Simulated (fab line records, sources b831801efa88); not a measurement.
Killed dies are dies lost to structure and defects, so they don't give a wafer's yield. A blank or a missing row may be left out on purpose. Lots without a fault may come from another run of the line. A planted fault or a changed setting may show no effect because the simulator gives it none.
A struck lot beside a sound one | flow sky130 | 35 steps out of a route of 708
Sound: wafers L657.2, L657.4, L657.5. Struck: wafers L652.1, L652.2, L652.6. The cause comes at the end.
At each step with rows: each side's tool, then ch and its chambers, then its first start. Under that, the readings that differ: sound wafers | struck wafers | difference of the means | sigmas: that difference in standard deviations of wafers without a fault.
alike: readings whose means differ by less than 2 such deviations, and words and numbers that are the same on both sides. not compared: withheld readings, readings that some wafer has no value for, bounds like >300 that may hide the same value, and numbers for which the record gives no deviation and whose values overlap.
The two part at a step that has a row with sigmas, a row that says differs or no value, or rows on one side only. Numbers that don't overlap but have no deviation are shown without sigmas and don't part them. A reading that every wafer of one side lacks parts them only if that side has two wafers or more.

first, 10 steps without rows for these wafers: SKY_METAL3_DEHYDRATE_05 (time 60 s); SKY_METAL3_HMDS_06 (prime time 60 s); SKY_METAL3_COAT_07 (resist thk 60 nm); SKY_METAL3_COAT_08 (resist thk 1140 nm); SKY_METAL3_SOFTBAKE_09 (time 90 s); SKY_METAL3_EXPOSE_10 (exposes mask MM3, target cd 300 nm); SKY_METAL3_PEB_11; SKY_METAL3_DEVELOP_12 (develop time 60 s); SKY_METAL3_DESCUM_15 (chemistry O2, time 8 s); SKY_METAL3_ETCH_16 (etches BARC in N2/H2, stops on SiO2, time 88.2 s, target depth 60 nm).
SKY_METAL3_ETCH_17: etches SiO2 in C4F8/O2/Ar, stops on TiN, time 3.9 s, target depth 15 nm.
  sound on rie_diel-03 ch 0,1,3, day 44 05:28; struck on rie_diel-01 ch 0,1, day 43 01:32
  alike: oes_product_au
  not compared: rf_hours_counter_h
then, 23 steps without rows for these wafers: SKY_METAL3_METAL_ETCH_18 (etches the open film in Cl2/BCl3, stops on SiO2, target depth 845 nm, time 183.1 s); SKY_METAL3_STRIP_19 (strips in O2/N2); SKY_METAL3_STRIP_20 (strips in post etch residue remover, time 1200 s); SKY_METAL3_CLEAN_21 (cleans in IPA, time 180 s); SKY_METAL3_CLEAN_22 (cleans in O3/DIW); SKY_VIA3_HDPCVD_00 (deposits SiO2, target thk 1635 nm, time 272.5 s); SKY_VIA3_CMP_02 (polishes SiO2); SKY_VIA3_DEHYDRATE_04 (time 60 s); SKY_VIA3_HMDS_05 (prime time 60 s); SKY_VIA3_COAT_06 (resist thk 60 nm); SKY_VIA3_COAT_07 (resist thk 450 nm); SKY_VIA3_SOFTBAKE_08 (time 90 s); SKY_VIA3_EXPOSE_09 (exposes mask VIM3, target cd 200 nm); SKY_VIA3_PEB_10; SKY_VIA3_DEVELOP_11 (develop time 60 s); SKY_VIA3_ETCH_14 (etches BARC in N2/H2, stops on SiO2, time 45.9 s, target depth 60 nm); SKY_VIA3_ETCH_15 (etches SiO2 in C4F8/O2/Ar, stops on TiN, target depth 507 nm, time 78 s); SKY_VIA3_STRIP_16 (strips in O2/N2); SKY_VIA3_STRIP_17 (strips in post etch residue remover, time 1200 s); SKY_VIA3_CLEAN_18 (cleans in IPA, time 180 s); SKY_VIA3_CLEAN_19 (cleans in O3/DIW); SKY_VIA3_SPUTTER_20 (material TiN, target thk 20 nm, time 80 s); SKY_VIA3_CVD_21 (deposits W, target thk 390 nm, time 117.31 s).
-- the record jumps here: 6 days lie between the struck wafers' starts before and after (it left off in module VIA3 and takes up again in module PAD_OPEN, whose first step shown is number 708 of the route) --
SKY_PAD_OPEN_PROBE_99:
  sound on prober-02, day 50 08:46; struck on prober-01, day 49 10:57
  reading                               | sound             | struck            | difference | sigmas
  defect_limited_yield (%)              | 85.0 80.9 84.1    | 75.2 75.8 77.6    | -7.1       | -4
  killed_at_M0_to_M3                    | 43 50 37          | 95 80 78          | +41        | +6
  killed_dies                           | 74 94 78          | 122 119 110       | +35        | +4
  killed_on_rim                         | 14 17 18          | 13 35 30          | +10        | +2
  sort_bin_3_pad_short (%)              | 0.4 1.2 0.8       | 4.1 3.0 2.4       | +2.4       | +6
  sort_bin_5_function (%)               | 10.4 10.6 8.5     | 14.2 15.4 13.8    | +4.6       | +3
  sort_n_pass                           | 418 398 414       | 370 373 382       | -35        | -4
  sort_yield_pct (%)                    | 85.0 80.9 84.1    | 75.2 75.8 77.6    | -7.1       | -4
  model.etest.tester.sort_n_pass        | 418 398 414       | 370 373 382       | -35        |
  model.etest.tester.sort_yield_pct (%) | 84.96 80.89 84.15 | 75.2 75.81 77.64  | -7.1       |
  model.etest.tester.sort_bin_5_pct (%) | 10.37 10.57 8.537 | 14.23 15.45 13.82 | +4.67      |
  model.etest.tester.sort_bin_3_pct (%) | 0.4065 1.22 0.813 | 4.065 3.049 2.439 | +2.371     |
  alike: killed_at_M4_up, killed_at_contacts, killed_at_front_end, killed_at_other, killed_open, killed_short, sort_bin_6_memory

WHERE THEY PART
Only at SKY_PAD_OPEN_PROBE_99, within this record.

WHY: what the simulator had put in
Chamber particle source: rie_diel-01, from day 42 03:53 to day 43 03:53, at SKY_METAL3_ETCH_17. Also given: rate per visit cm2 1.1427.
